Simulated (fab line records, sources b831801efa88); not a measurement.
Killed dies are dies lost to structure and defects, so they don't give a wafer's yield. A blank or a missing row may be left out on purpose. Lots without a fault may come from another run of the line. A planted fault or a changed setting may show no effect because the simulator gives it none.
Which tool did it? | flow sfq_line | 7 lots, 21 wafers sampled, at 1 step of a route of 325

WHAT THE GAUGES READ, wafer by wafer
SFQ_M5_OVL_MEAS_932.
lot  | measured     | on         | M5_OVL (nm)
L411 | day 59 18:59 | overlay-01 | 3 -1 -1
L413 | day 60 01:00 | overlay-01 | 9 5 2
L416 | day 65 05:55 | overlay-01 | 6 2 8
L419 | day 65 17:56 | overlay-02 | 9 13 -3
L423 | day 66 07:07 | overlay-02 | 3 -1 -8
L430 | day 70 09:38 | overlay-01 | 6 -4 -1
L432 | day 70 22:58 | overlay-02 | 5 3 4

WHICH TOOL RAN EACH LOT (tool, then ch and the chambers of the sampled wafers, then the start)
The record holds no process step before these readings.

THE ANSWER, worked out from the rows above alone
Rule: what is usual is taken from the lots themselves. Put in order of their means at a reading, lots are off if they are a third of the lots or fewer, leave a main group of 4 or more, and stand apart from it by a gap of 3 or more times the standard deviation of the main group's means; of several such gaps the widest counts. A main group whose means are all the same, to the digits that the tables above print for the reading, isn't used. A lot without any number at a reading at which 4 lots or more have one is off too. The other lots that the step has rows for count as sound.
No lot is off at any reading shown: from this, nothing can be told.

WHAT THE SIMULATOR HAD PUT IN
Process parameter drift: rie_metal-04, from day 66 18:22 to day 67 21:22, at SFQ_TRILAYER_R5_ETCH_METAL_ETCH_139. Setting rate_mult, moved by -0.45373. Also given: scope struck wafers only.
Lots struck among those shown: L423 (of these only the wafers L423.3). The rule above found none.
